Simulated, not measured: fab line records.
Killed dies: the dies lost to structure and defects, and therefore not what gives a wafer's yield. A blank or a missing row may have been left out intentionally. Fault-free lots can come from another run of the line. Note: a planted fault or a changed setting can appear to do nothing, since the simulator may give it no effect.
Which tool is to blame? :: flow sky130 :: 24 lots with 72 wafers sampled at 6 steps, on a route of 708 steps

## WHAT THE GAUGES SHOWED, per wafer
SKY_VIA2_BOW_MEAS_03. Usual: VIA2_BOW typically reads 85 um, with standard deviation 6.9.
lot: L074
measured: day 34 18:41
on: film_metro-03
VIA2_BOW (um): 75 93 83
flag: 

lot: L075
measured: day 34 22:02
on: film_metro-01
VIA2_BOW (um): 84 85 83
flag: 

lot: L076
measured: day 35 16:01
on: film_metro-03
VIA2_BOW (um): 87 70 75
flag: 

lot: L077
measured: day 35 18:23
on: film_metro-04
VIA2_BOW (um): 97 93 82
flag: 

lot: L078
measured: day 36 05:43
on: film_metro-04
VIA2_BOW (um): 80 85 85
flag: 

lot: L079
measured: day 37 01:27
on: film_metro-01
VIA2_BOW (um): 85 85 87
flag: 

lot: L080
measured: day 37 08:19
on: film_metro-04
VIA2_BOW (um): 83 87 89
flag: 

lot: L081
measured: day 37 12:43
on: film_metro-04
VIA2_BOW (um): 78 92 89
flag: 

lot: L082
measured: day 38 01:56
on: film_metro-04
VIA2_BOW (um): 78 76 95
flag: 

lot: L083
measured: day 38 06:32
on: film_metro-01
VIA2_BOW (um): 87 79 77
flag: 

lot: L085
measured: day 39 02:50
on: film_metro-04
VIA2_BOW (um): 81 86 91
flag: 

lot: L084
measured: day 39 06:56
on: film_metro-03
VIA2_BOW (um): 84 84 80
flag: 

lot: L086
measured: day 39 17:21
on: film_metro-04
VIA2_BOW (um): 90 97 64
flag: 

lot: L087
measured: day 39 16:22
on: film_metro-03
VIA2_BOW (um): 82 78 79
flag: 

lot: L088
measured: day 39 23:20
on: film_metro-03
VIA2_BOW (um): 91 98 86
flag: 

lot: L090
measured: day 40 06:25
on: film_metro-03
VIA2_BOW (um): 84 94 83
flag: 

lot: L089
measured: day 40 06:46
on: film_metro-03
VIA2_BOW (um): 81 88 70
flag: 

lot: L091
measured: day 40 09:50
on: film_metro-01
VIA2_BOW (um): 88 93 86
flag: 

lot: L093
measured: day 40 23:52
on: film_metro-01
VIA2_BOW (um): 86 79 80
flag: 

lot: L092
measured: day 41 02:53
on: film_metro-04
VIA2_BOW (um): 86 95 93
flag: 

lot: L094
measured: day 41 08:13
on: film_metro-03
VIA2_BOW (um): 94 84 84
flag: 

lot: L095
measured: day 41 12:42
on: film_metro-03
VIA2_BOW (um): 74 82 81
flag: 

lot: L096
measured: day 41 16:08
on: film_metro-04
VIA2_BOW (um): 91 99 96
flag: 

lot: L097
measured: day 42 00:38
on: film_metro-01
VIA2_BOW (um): 84 74 95
flag: 

SKY_METAL5_THK_MEAS_06: measures by xrf. Usual: METAL5_ALCU_THK typically reads 1124 nm, with standard deviation 18.
lot: L074
measured: day 42 12:57
on: film_metro-03
METAL5_ALCU_THK (nm): 1071 1070 1077
flag: 

lot: L075
measured: day 42 15:17
on: film_metro-04
METAL5_ALCU_THK (nm): 1142 1135 1144
flag: 

lot: L076
measured: day 43 06:27
on: film_metro-02
METAL5_ALCU_THK (nm): 1127 1130 1122
flag: 

lot: L077
measured: day 43 09:52
on: film_metro-04
METAL5_ALCU_THK (nm): 1146 1128 1137
flag: 

lot: L078
measured: day 43 18:19
on: film_metro-04
METAL5_ALCU_THK (nm): 1132 1137 1123
flag: 

lot: L079
measured: day 44 13:34
on: film_metro-02
METAL5_ALCU_THK (nm): 1132 1126 1128
flag: 

lot: L080
measured: day 44 19:14
on: film_metro-04
METAL5_ALCU_THK (nm): 1115 1113 1108
flag: 

lot: L081
measured: day 44 21:11
on: film_metro-03
METAL5_ALCU_THK (nm): 1121 1125 1120
flag: 

lot: L082
measured: day 45 09:43
on: film_metro-02
METAL5_ALCU_THK (nm): 1139 1152 1149
flag: 

lot: L083
measured: day 45 13:28
on: film_metro-02
METAL5_ALCU_THK (nm): 1118 1112 1116
flag: 

lot: L085
measured: day 46 06:13
on: film_metro-03
METAL5_ALCU_THK (nm): 1089 1100 1094
flag: 

lot: L084
measured: day 46 08:57
on: film_metro-04
METAL5_ALCU_THK (nm): 1104 1115 1111
flag: 

lot: L086
measured: day 46 15:44
on: film_metro-04
METAL5_ALCU_THK (nm): 1129 1120 1133
flag: 

lot: L087
measured: day 46 14:46
on: film_metro-04
METAL5_ALCU_THK (nm): 1146 1138 1136
flag: 

lot: L088
measured: day 46 21:05
on: film_metro-03
METAL5_ALCU_THK (nm): 1091 1099 1100
flag: 

lot: L090
measured: day 47 06:17
on: film_metro-03
METAL5_ALCU_THK (nm): 1134 1138 1138
flag: 

lot: L089
measured: day 47 06:54
on: film_metro-03
METAL5_ALCU_THK (nm): 1125 1118 1122
flag: 

lot: L091
measured: day 47 06:34
on: film_metro-04
METAL5_ALCU_THK (nm): 1134 1125 1138
flag: 

lot: L093
measured: day 47 16:06
on: film_metro-04
METAL5_ALCU_THK (nm): 1135 1132 1142
flag: 

lot: L092
measured: day 47 17:35
on: film_metro-04
METAL5_ALCU_THK (nm): 1133 1125 1135
flag: 

lot: L094
measured: day 48 01:30
on: film_metro-04
METAL5_ALCU_THK (nm): 1119 1121 1126
flag: 

lot: L095
measured: day 48 04:44
on: film_metro-02
METAL5_ALCU_THK (nm): 1098 1118 1117
flag: 

lot: L096
measured: day 48 07:20
on: film_metro-02
METAL5_ALCU_THK (nm): 1134 1096 1111
flag: 

lot: L097
measured: day 48 12:54
on: film_metro-04
METAL5_ALCU_THK (nm): 1146 1138 1153
flag: 

## WHAT TOOL EACH LOT RAN ON (gives the tool, then ch and the chambers of the sampled wafers, and finally the start)
lot: L074
SKY_VT_ADJUST_NCORE_STRIP_10: plasma_asher-01 ch 0,1, day 8 07:11
SKY_VIA1_CMP_24: cmp-02 ch 0,1,3, day 33 14:25
SKY_METAL2_METAL_ETCH_19: rie_metal-04 ch 0,1, day 34 17:27
SKY_VIA3_SPUTTER_20: pvd_sputter-02, day 39 08:15

lot: L075
SKY_VT_ADJUST_NCORE_STRIP_10: plasma_asher-02 ch 0, day 8 13:59
SKY_VIA1_CMP_24: cmp-02 ch 0,2, day 33 17:14
SKY_METAL2_METAL_ETCH_19: rie_metal-02 ch 0,1, day 34 20:52
SKY_VIA3_SPUTTER_20: pvd_sputter-03, day 39 10:51

lot: L076
SKY_VT_ADJUST_NCORE_STRIP_10: plasma_asher-02 ch 0,1, day 9 00:17
SKY_VIA1_CMP_24: cmp-01 ch 0,1,3, day 34 11:42
SKY_METAL2_METAL_ETCH_19: rie_metal-04 ch 0,1, day 35 14:49
SKY_VIA3_SPUTTER_20: pvd_sputter-01, day 40 03:29

lot: L077
SKY_VT_ADJUST_NCORE_STRIP_10: plasma_asher-02 ch 0,1, day 9 03:43
SKY_VIA1_CMP_24: cmp-01 ch 1,2,3, day 34 14:04
SKY_METAL2_METAL_ETCH_19: rie_metal-02 ch 0,1, day 35 17:13
SKY_VIA3_SPUTTER_20: pvd_sputter-01, day 40 06:26

lot: L078
SKY_VT_ADJUST_NCORE_STRIP_10: plasma_asher-01 ch 0,1, day 9 16:10
SKY_VIA1_CMP_24: cmp-01 ch 1,2,3, day 35 01:46
SKY_METAL2_METAL_ETCH_19: rie_metal-04 ch 0,1, day 36 04:31
SKY_VIA3_SPUTTER_20: pvd_sputter-01, day 40 16:09

lot: L079
SKY_VT_ADJUST_NCORE_STRIP_10: plasma_asher-03 ch 1, day 10 09:01
SKY_VIA1_CMP_24: cmp-01 ch 1,2,3, day 35 21:32
SKY_METAL2_METAL_ETCH_19: rie_metal-02 ch 1, day 37 00:11
SKY_VIA3_SPUTTER_20: pvd_sputter-01, day 41 11:42

lot: L080
SKY_VT_ADJUST_NCORE_STRIP_10: plasma_asher-01 ch 0,1, day 10 17:14
SKY_VIA1_CMP_24: cmp-01 ch 0,1,3, day 36 03:53
SKY_METAL2_METAL_ETCH_19: rie_metal-01 ch 0,1, day 37 07:03
SKY_VIA3_SPUTTER_20: pvd_sputter-02, day 41 17:10

lot: L081
SKY_VT_ADJUST_NCORE_STRIP_10: plasma_asher-02 ch 0,1, day 10 18:08
SKY_VIA1_CMP_24: cmp-01 ch 0,2,3, day 36 08:42
SKY_METAL2_METAL_ETCH_19: rie_metal-02 ch 1, day 37 11:28
SKY_VIA3_SPUTTER_20: pvd_sputter-02, day 41 20:57

lot: L082
SKY_VT_ADJUST_NCORE_STRIP_10: plasma_asher-03 ch 0,1, day 11 07:38
SKY_VIA1_CMP_24: cmp-02 ch 0,1,2, day 36 21:14
SKY_METAL2_METAL_ETCH_19: rie_metal-02 ch 0,1, day 38 00:45
SKY_VIA3_SPUTTER_20: pvd_sputter-02, day 42 09:10

lot: L083
SKY_VT_ADJUST_NCORE_STRIP_10: plasma_asher-02 ch 0,1, day 11 12:43
SKY_VIA1_CMP_24: cmp-02 ch 1,2, day 37 02:40
SKY_METAL2_METAL_ETCH_19: rie_metal-02 ch 0,1, day 38 05:21
SKY_VIA3_SPUTTER_20: pvd_sputter-03, day 42 13:46

lot: L085
SKY_VT_ADJUST_NCORE_STRIP_10: plasma_asher-02 ch 0,1, day 12 02:58
SKY_VIA1_CMP_24: cmp-01 ch 1,2, day 37 23:16
SKY_METAL2_METAL_ETCH_19: rie_metal-01 ch 0, day 39 01:37
SKY_VIA3_SPUTTER_20: pvd_sputter-01, day 43 07:24

lot: L084
SKY_VT_ADJUST_NCORE_STRIP_10: plasma_asher-03 ch 0,1, day 12 05:10
SKY_VIA1_CMP_24: cmp-01 ch 1,2,3, day 38 03:01
SKY_METAL2_METAL_ETCH_19: rie_metal-04 ch 0,1, day 39 05:35
SKY_VIA3_SPUTTER_20: pvd_sputter-02, day 43 10:37

lot: L086
SKY_VT_ADJUST_NCORE_STRIP_10: plasma_asher-03 ch 0,1, day 12 21:13
SKY_VIA1_CMP_24: cmp-02 ch 1,3, day 38 14:02
SKY_METAL2_METAL_ETCH_19: rie_metal-04 ch 0,1, day 39 16:10
SKY_VIA3_SPUTTER_20: pvd_sputter-01, day 43 19:20

lot: L087
SKY_VT_ADJUST_NCORE_STRIP_10: plasma_asher-02 ch 0,1, day 12 22:04
SKY_VIA1_CMP_24: cmp-02 ch 0,1, day 38 13:19
SKY_METAL2_METAL_ETCH_19: rie_metal-02 ch 0, day 39 15:10
SKY_VIA3_SPUTTER_20: pvd_sputter-02, day 43 18:42

lot: L088
SKY_VT_ADJUST_NCORE_STRIP_10: plasma_asher-03 ch 0,1, day 13 03:37
SKY_VIA1_CMP_24: cmp-02 ch 0,3, day 38 20:30
SKY_METAL2_METAL_ETCH_19: rie_metal-01 ch 0,1, day 39 21:58
SKY_VIA3_SPUTTER_20: pvd_sputter-02, day 44 02:28

lot: L090
SKY_VT_ADJUST_NCORE_STRIP_10: plasma_asher-02 ch 0,1, day 13 08:26
SKY_VIA1_CMP_24: cmp-02 ch 0,1,2, day 39 03:23
SKY_METAL2_METAL_ETCH_19: rie_metal-02 ch 1, day 40 05:13
SKY_VIA3_SPUTTER_20: pvd_sputter-01, day 44 07:25

lot: L089
SKY_VT_ADJUST_NCORE_STRIP_10: plasma_asher-02 ch 0,1, day 13 09:40
SKY_VIA1_CMP_24: cmp-01 ch 1,2, day 39 03:55
SKY_METAL2_METAL_ETCH_19: rie_metal-01 ch 0,1, day 40 05:34
SKY_VIA3_SPUTTER_20: pvd_sputter-03, day 44 08:58

lot: L091
SKY_VT_ADJUST_NCORE_STRIP_10: plasma_asher-01 ch 0,1, day 13 13:23
SKY_VIA1_CMP_24: cmp-02 ch 0,1,2, day 39 06:55
SKY_METAL2_METAL_ETCH_19: rie_metal-02 ch 0,1, day 40 08:40
SKY_VIA3_SPUTTER_20: pvd_sputter-01, day 44 10:37

lot: L093
SKY_VT_ADJUST_NCORE_STRIP_10: plasma_asher-03 ch 0,1, day 14 06:31
SKY_VIA1_CMP_24: cmp-02 ch 0,2,3, day 39 21:56
SKY_METAL2_METAL_ETCH_19: rie_metal-04 ch 0,1, day 40 22:41
SKY_VIA3_SPUTTER_20: pvd_sputter-03, day 44 22:30

lot: L092
SKY_VT_ADJUST_NCORE_STRIP_10: plasma_asher-02 ch 0,1, day 14 08:04
SKY_VIA1_CMP_24: cmp-02 ch 0,1,3, day 40 00:45
SKY_METAL2_METAL_ETCH_19: rie_metal-02 ch 0,1, day 41 01:43
SKY_VIA3_SPUTTER_20: pvd_sputter-03, day 45 01:33

lot: L094
SKY_VT_ADJUST_NCORE_STRIP_10: plasma_asher-01 ch 0,1, day 14 14:04
SKY_VIA1_CMP_24: cmp-02 ch 1,3, day 40 06:47
SKY_METAL2_METAL_ETCH_19: rie_metal-01 ch 0,1, day 41 07:03
SKY_VIA3_SPUTTER_20: pvd_sputter-03, day 45 08:31

lot: L095
SKY_VT_ADJUST_NCORE_STRIP_10: plasma_asher-02 ch 0,1, day 14 15:22
SKY_VIA1_CMP_24: cmp-01 ch 0,1,2, day 40 10:32
SKY_METAL2_METAL_ETCH_19: rie_metal-02 ch 0,1, day 41 11:28
SKY_VIA3_SPUTTER_20: pvd_sputter-02, day 45 12:07

lot: L096
SKY_VT_ADJUST_NCORE_STRIP_10: plasma_asher-01 ch 0,1, day 14 23:50
SKY_VIA1_CMP_24: cmp-02 ch 1,2,3, day 40 14:22
SKY_METAL2_METAL_ETCH_19: rie_metal-02 ch 0,1, day 41 14:58
SKY_VIA3_SPUTTER_20: pvd_sputter-01, day 45 14:35

lot: L097
SKY_VT_ADJUST_NCORE_STRIP_10: plasma_asher-01 ch 0,1, day 15 08:40
SKY_VIA1_CMP_24: cmp-02 ch 0,1,3, day 40 23:49
SKY_METAL2_METAL_ETCH_19: rie_metal-01 ch 0,1, day 41 23:28
SKY_VIA3_SPUTTER_20: pvd_sputter-02, day 45 22:09
- SKY_VT_ADJUST_NCORE_STRIP_10: strips in O2/N2.
- SKY_VIA1_CMP_24: polishes, stops on SiO2, t overpolish 15 s, target thk 0 nm.
- SKY_METAL2_METAL_ETCH_19: etches the open film in Cl2/BCl3, stops on SiO2, target depth 360 nm, time 78 s.
- SKY_VIA3_SPUTTER_20: material TiN, target thk 20 nm, time 80 s.

## WHAT THE TOOLS THEMSELVES READ (means of the sampled wafers that have a number; where no wafer has one, the mark that the record gives instead)
SKY_VT_ADJUST_NCORE_STRIP_10. Usual: drypump_motor_current_A 5.95 A, standard deviation 0.29; n2_flow_sccm 299.8 sccm, standard deviation 0.84; oes_product_au 0.716 a.u., standard deviation 0.0047; strip_time_to_endpoint_s 14.19 s, standard deviation 0.045.
lot: L074
tool: plasma_asher-01
drypump_motor_current_A (A): 6.12
n2_flow_sccm (sccm): 300.1
oes_product_au (a.u.): 0.715
strip_time_to_endpoint_s (s): 14.11
flag: 

lot: L075
tool: plasma_asher-02
drypump_motor_current_A (A): 5.94
n2_flow_sccm (sccm): 299.1
oes_product_au (a.u.): 0.721
strip_time_to_endpoint_s (s): 14.11
flag: 

lot: L076
tool: plasma_asher-02
drypump_motor_current_A (A): 5.81
n2_flow_sccm (sccm): 299.6
oes_product_au (a.u.): 0.718
strip_time_to_endpoint_s (s): 14.18
flag: 

lot: L077
tool: plasma_asher-02
drypump_motor_current_A (A): 5.66
n2_flow_sccm (sccm): 300.5
oes_product_au (a.u.): 0.714
strip_time_to_endpoint_s (s): 14.19
flag: 

lot: L078
tool: plasma_asher-01
drypump_motor_current_A (A): 6.12
n2_flow_sccm (sccm): 299.8
oes_product_au (a.u.): 0.715
strip_time_to_endpoint_s (s): 14.14
flag: 

lot: L079
tool: plasma_asher-03
drypump_motor_current_A (A): 5.80
n2_flow_sccm (sccm): 299.1
oes_product_au (a.u.): 0.719
strip_time_to_endpoint_s (s): 14.20
flag: 

lot: L080
tool: plasma_asher-01
drypump_motor_current_A (A): 6.14
n2_flow_sccm (sccm): 300.2
oes_product_au (a.u.): 0.716
strip_time_to_endpoint_s (s): 14.22
flag: 

lot: L081
tool: plasma_asher-02
drypump_motor_current_A (A): 5.81
n2_flow_sccm (sccm): 299.2
oes_product_au (a.u.): 0.713
strip_time_to_endpoint_s (s): 14.27
flag: 

lot: L082
tool: plasma_asher-03
drypump_motor_current_A (A): 6.02
n2_flow_sccm (sccm): 300.0
oes_product_au (a.u.): 0.717
strip_time_to_endpoint_s (s): 14.23
flag: 

lot: L083
tool: plasma_asher-02
drypump_motor_current_A (A): 5.69
n2_flow_sccm (sccm): 299.7
oes_product_au (a.u.): 0.713
strip_time_to_endpoint_s (s): 14.15
flag: 

lot: L085
tool: plasma_asher-02
drypump_motor_current_A (A): 5.68
n2_flow_sccm (sccm): 300.0
oes_product_au (a.u.): 0.717
strip_time_to_endpoint_s (s): 14.13
flag: 

lot: L084
tool: plasma_asher-03
drypump_motor_current_A (A): 6.01
n2_flow_sccm (sccm): 300.0
oes_product_au (a.u.): 0.717
strip_time_to_endpoint_s (s): 14.22
flag: 

lot: L086
tool: plasma_asher-03
drypump_motor_current_A (A): 6.25
n2_flow_sccm (sccm): 299.4
oes_product_au (a.u.): 0.712
strip_time_to_endpoint_s (s): 14.23
flag: 

lot: L087
tool: plasma_asher-02
drypump_motor_current_A (A): 5.66
n2_flow_sccm (sccm): 299.5
oes_product_au (a.u.): 0.712
strip_time_to_endpoint_s (s): 14.21
flag: 

lot: L088
tool: plasma_asher-03
drypump_motor_current_A (A): 6.02
n2_flow_sccm (sccm): 299.8
oes_product_au (a.u.): 0.717
strip_time_to_endpoint_s (s): 14.23
flag: 

lot: L090
tool: plasma_asher-02
drypump_motor_current_A (A): 5.80
n2_flow_sccm (sccm): 300.3
oes_product_au (a.u.): 0.715
strip_time_to_endpoint_s (s): 14.16
flag: 

lot: L089
tool: plasma_asher-02
drypump_motor_current_A (A): 5.83
n2_flow_sccm (sccm): 300.3
oes_product_au (a.u.): 0.719
strip_time_to_endpoint_s (s): 14.20
flag: 

lot: L091
tool: plasma_asher-01
drypump_motor_current_A (A): 6.14
n2_flow_sccm (sccm): 300.7
oes_product_au (a.u.): 0.716
strip_time_to_endpoint_s (s): 14.16
flag: 

lot: L093
tool: plasma_asher-03
drypump_motor_current_A (A): 6.24
n2_flow_sccm (sccm): 299.6
oes_product_au (a.u.): 0.716
strip_time_to_endpoint_s (s): 14.18
flag: 

lot: L092
tool: plasma_asher-02
drypump_motor_current_A (A): 5.68
n2_flow_sccm (sccm): 299.0
oes_product_au (a.u.): 0.721
strip_time_to_endpoint_s (s): 14.24
flag: 

lot: L094
tool: plasma_asher-01
drypump_motor_current_A (A): 6.14
n2_flow_sccm (sccm): 299.5
oes_product_au (a.u.): 0.711
strip_time_to_endpoint_s (s): 14.21
flag: 

lot: L095
tool: plasma_asher-02
drypump_motor_current_A (A): 5.77
n2_flow_sccm (sccm): 300.5
oes_product_au (a.u.): 0.715
strip_time_to_endpoint_s (s): 14.24
flag: 

lot: L096
tool: plasma_asher-01
drypump_motor_current_A (A): 6.13
n2_flow_sccm (sccm): 300.4
oes_product_au (a.u.): 0.714
strip_time_to_endpoint_s (s): 14.24
flag: 

lot: L097
tool: plasma_asher-01
drypump_motor_current_A (A): 6.12
n2_flow_sccm (sccm): 300.4
oes_product_au (a.u.): 0.714
strip_time_to_endpoint_s (s): 14.14
flag: 

SKY_VIA1_CMP_24. Usual: motor_current_A 10.5 A, standard deviation 1; overpolish_run_s 15.001 s, standard deviation 0.0089; time_to_endpoint_s 67 s, standard deviation 3.1.
lot: L074
tool: cmp-02
motor_current_A (A): 10.2
overpolish_run_s (s): 14.999
time_to_endpoint_s (s): 63
flag: 

lot: L075
tool: cmp-02
motor_current_A (A): 9.9
overpolish_run_s (s): 14.997
time_to_endpoint_s (s): 63
flag: 

lot: L076
tool: cmp-01
motor_current_A (A): 10.5
overpolish_run_s (s): 14.997
time_to_endpoint_s (s): 66
flag: 

lot: L077
tool: cmp-01
motor_current_A (A): 11.6
overpolish_run_s (s): 15.005
time_to_endpoint_s (s): 67
flag: 

lot: L078
tool: cmp-01
motor_current_A (A): 11.5
overpolish_run_s (s): 15.007
time_to_endpoint_s (s): 67
flag: 

lot: L079
tool: cmp-01
motor_current_A (A): 11.5
overpolish_run_s (s): 15.004
time_to_endpoint_s (s): 67
flag: 

lot: L080
tool: cmp-01
motor_current_A (A): 11.0
overpolish_run_s (s): 15.000
time_to_endpoint_s (s): 67
flag: 

lot: L081
tool: cmp-01
motor_current_A (A): 10.7
overpolish_run_s (s): 14.992
time_to_endpoint_s (s): 67
flag: 

lot: L082
tool: cmp-02
motor_current_A (A): 9.8
overpolish_run_s (s): 15.002
time_to_endpoint_s (s): 63
flag: 

lot: L083
tool: cmp-02
motor_current_A (A): 9.8
overpolish_run_s (s): 14.998
time_to_endpoint_s (s): 63
flag: 

lot: L085
tool: cmp-01
motor_current_A (A): 12.1
overpolish_run_s (s): 15.013
time_to_endpoint_s (s): 68
flag: 

lot: L084
tool: cmp-01
motor_current_A (A): 11.6
overpolish_run_s (s): 14.992
time_to_endpoint_s (s): 70
flag: 

lot: L086
tool: cmp-02
motor_current_A (A): 10.7
overpolish_run_s (s): 14.992
time_to_endpoint_s (s): 70
flag: 

lot: L087
tool: cmp-02
motor_current_A (A): 10.4
overpolish_run_s (s): 15.006
time_to_endpoint_s (s): 63
flag: 

lot: L088
tool: cmp-02
motor_current_A (A): 10.0
overpolish_run_s (s): 15.007
time_to_endpoint_s (s): 71
flag: 

lot: L090
tool: cmp-02
motor_current_A (A): 9.8
overpolish_run_s (s): 15.002
time_to_endpoint_s (s): 66
flag: 

lot: L089
tool: cmp-01
motor_current_A (A): 12.2
overpolish_run_s (s): 14.996
time_to_endpoint_s (s): 71
flag: 

lot: L091
tool: cmp-02
motor_current_A (A): 10.3
overpolish_run_s (s): 15.006
time_to_endpoint_s (s): 66
flag: 

lot: L093
tool: cmp-02
motor_current_A (A): 9.6
overpolish_run_s (s): 14.999
time_to_endpoint_s (s): 67
flag: 

lot: L092
tool: cmp-02
motor_current_A (A): 10.2
overpolish_run_s (s): 15.008
time_to_endpoint_s (s): 67
flag: 

lot: L094
tool: cmp-02
motor_current_A (A): 10.8
overpolish_run_s (s): 15.002
time_to_endpoint_s (s): 66
flag: 

lot: L095
tool: cmp-01
motor_current_A (A): 11.3
overpolish_run_s (s): 14.996
time_to_endpoint_s (s): 66
flag: 

lot: L096
tool: cmp-02
motor_current_A (A): 10.1
overpolish_run_s (s): 15.005
time_to_endpoint_s (s): 65
flag: 

lot: L097
tool: cmp-02
motor_current_A (A): 10.2
overpolish_run_s (s): 14.999
time_to_endpoint_s (s): 64
flag: 

SKY_METAL2_METAL_ETCH_19. Usual: drypump_motor_current_A 5.9 A, standard deviation 0.43; oes_product_au 0.852 a.u., standard deviation 0.0059; throttle_valve_pct 22.263 %, standard deviation 0.009.
lot: L074
tool: rie_metal-04
drypump_motor_current_A (A): 5.9
oes_product_au (a.u.): 0.845
throttle_valve_pct (%): 22.263
flag: 

lot: L075
tool: rie_metal-02
drypump_motor_current_A (A): 5.9
oes_product_au (a.u.): 0.848
throttle_valve_pct (%): 22.264
flag: 

lot: L076
tool: rie_metal-04
drypump_motor_current_A (A): 5.9
oes_product_au (a.u.): 0.853
throttle_valve_pct (%): 22.258
flag: 

lot: L077
tool: rie_metal-02
drypump_motor_current_A (A): 5.9
oes_product_au (a.u.): 0.856
throttle_valve_pct (%): 22.264
flag: 

lot: L078
tool: rie_metal-04
drypump_motor_current_A (A): 5.4
oes_product_au (a.u.): 0.851
throttle_valve_pct (%): 22.255
flag: 

lot: L079
tool: rie_metal-02
drypump_motor_current_A (A): 6.0
oes_product_au (a.u.): 0.849
throttle_valve_pct (%): 22.259
flag: 

lot: L080
tool: rie_metal-01
drypump_motor_current_A (A): 6.3
oes_product_au (a.u.): 0.852
throttle_valve_pct (%): 22.259
flag: 

lot: L081
tool: rie_metal-02
drypump_motor_current_A (A): 6.0
oes_product_au (a.u.): 0.847
throttle_valve_pct (%): 22.269
flag: 

lot: L082
tool: rie_metal-02
drypump_motor_current_A (A): 5.9
oes_product_au (a.u.): 0.857
throttle_valve_pct (%): 22.264
flag: 

lot: L083
tool: rie_metal-02
drypump_motor_current_A (A): 5.9
oes_product_au (a.u.): 0.847
throttle_valve_pct (%): 22.262
flag: 

lot: L085
tool: rie_metal-01
drypump_motor_current_A (A): 6.3
oes_product_au (a.u.): 0.852
throttle_valve_pct (%): 22.267
flag: 

lot: L084
tool: rie_metal-04
drypump_motor_current_A (A): 5.9
oes_product_au (a.u.): 0.855
throttle_valve_pct (%): 22.273
flag: 

lot: L086
tool: rie_metal-04
drypump_motor_current_A (A): 5.4
oes_product_au (a.u.): 0.849
throttle_valve_pct (%): 22.269
flag: 

lot: L087
tool: rie_metal-02
drypump_motor_current_A (A): 5.9
oes_product_au (a.u.): 0.853
throttle_valve_pct (%): 22.266
flag: 

lot: L088
tool: rie_metal-01
drypump_motor_current_A (A): 6.2
oes_product_au (a.u.): 0.847
throttle_valve_pct (%): 22.257
flag: 

lot: L090
tool: rie_metal-02
drypump_motor_current_A (A): 6.0
oes_product_au (a.u.): 0.857
throttle_valve_pct (%): 22.268
flag: 

lot: L089
tool: rie_metal-01
drypump_motor_current_A (A): 6.3
oes_product_au (a.u.): 0.852
throttle_valve_pct (%): 22.262
flag: 

lot: L091
tool: rie_metal-02
drypump_motor_current_A (A): 5.9
oes_product_au (a.u.): 0.849
throttle_valve_pct (%): 22.258
flag: 

lot: L093
tool: rie_metal-04
drypump_motor_current_A (A): 5.4
oes_product_au (a.u.): 0.854
throttle_valve_pct (%): 22.264
flag: 

lot: L092
tool: rie_metal-02
drypump_motor_current_A (A): 5.9
oes_product_au (a.u.): 0.851
throttle_valve_pct (%): 22.261
flag: 

lot: L094
tool: rie_metal-01
drypump_motor_current_A (A): 6.3
oes_product_au (a.u.): 0.856
throttle_valve_pct (%): 22.267
flag: 

lot: L095
tool: rie_metal-02
drypump_motor_current_A (A): 5.9
oes_product_au (a.u.): 0.861
throttle_valve_pct (%): 22.263
flag: 

lot: L096
tool: rie_metal-02
drypump_motor_current_A (A): 5.9
oes_product_au (a.u.): 0.850
throttle_valve_pct (%): 22.266
flag: 

lot: L097
tool: rie_metal-01
drypump_motor_current_A (A): 6.3
oes_product_au (a.u.): 0.849
throttle_valve_pct (%): 22.270
flag: 

SKY_VIA3_SPUTTER_20. Usual: throttle_valve_pct 29.7 %, standard deviation 1.
lot: L074
tool: pvd_sputter-02
throttle_valve_pct (%): 30.7
flag: 

lot: L075
tool: pvd_sputter-03
throttle_valve_pct (%): 28.7
flag: 

lot: L076
tool: pvd_sputter-01
throttle_valve_pct (%): 29.5
flag: 

lot: L077
tool: pvd_sputter-01
throttle_valve_pct (%): 29.6
flag: 

lot: L078
tool: pvd_sputter-01
throttle_valve_pct (%): 29.5
flag: 

lot: L079
tool: pvd_sputter-01
throttle_valve_pct (%): 30.2
flag: 

lot: L080
tool: pvd_sputter-02
throttle_valve_pct (%): 30.5
flag: 

lot: L081
tool: pvd_sputter-02
throttle_valve_pct (%): 29.8
flag: 

lot: L082
tool: pvd_sputter-02
throttle_valve_pct (%): 30.2
flag: 

lot: L083
tool: pvd_sputter-03
throttle_valve_pct (%): 29.4
flag: 

lot: L085
tool: pvd_sputter-01
throttle_valve_pct (%): 29.1
flag: 

lot: L084
tool: pvd_sputter-02
throttle_valve_pct (%): 30.0
flag: 

lot: L086
tool: pvd_sputter-01
throttle_valve_pct (%): 29.4
flag: 

lot: L087
tool: pvd_sputter-02
throttle_valve_pct (%): 30.6
flag: 

lot: L088
tool: pvd_sputter-02
throttle_valve_pct (%): 30.6
flag: 

lot: L090
tool: pvd_sputter-01
throttle_valve_pct (%): 29.2
flag: 

lot: L089
tool: pvd_sputter-03
throttle_valve_pct (%): 28.2
flag: 

lot: L091
tool: pvd_sputter-01
throttle_valve_pct (%): 29.6
flag: 

lot: L093
tool: pvd_sputter-03
throttle_valve_pct (%): 28.2
flag: 

lot: L092
tool: pvd_sputter-03
throttle_valve_pct (%): 29.0
flag: 

lot: L094
tool: pvd_sputter-03
throttle_valve_pct (%): 28.8
flag: 

lot: L095
tool: pvd_sputter-02
throttle_valve_pct (%): 30.0
flag: 

lot: L096
tool: pvd_sputter-01
throttle_valve_pct (%): 29.5
flag: 

lot: L097
tool: pvd_sputter-02
throttle_valve_pct (%): 30.7
flag: 

## THE ANSWER, worked out from the rows above alone
Rule: a lot counts as off when the mean over its wafers that have a number is more than 3 standard deviations away from the usual mean. Also off: a lot with no number at a reading for which 4 or more lots have one. Any other lot the step has rows for is counted as sound. After the gauges, taken in route order, come the tools' own readings; for these a lot's mean is taken, as printed above. The first step at which some lot is off is used, and at that step the reading that is off furthest; a lot without a number counts as furthest.
Nothing can be told from this: no lot is off at any reading shown.

## WHAT THE SIMULATOR HAD INSERTED
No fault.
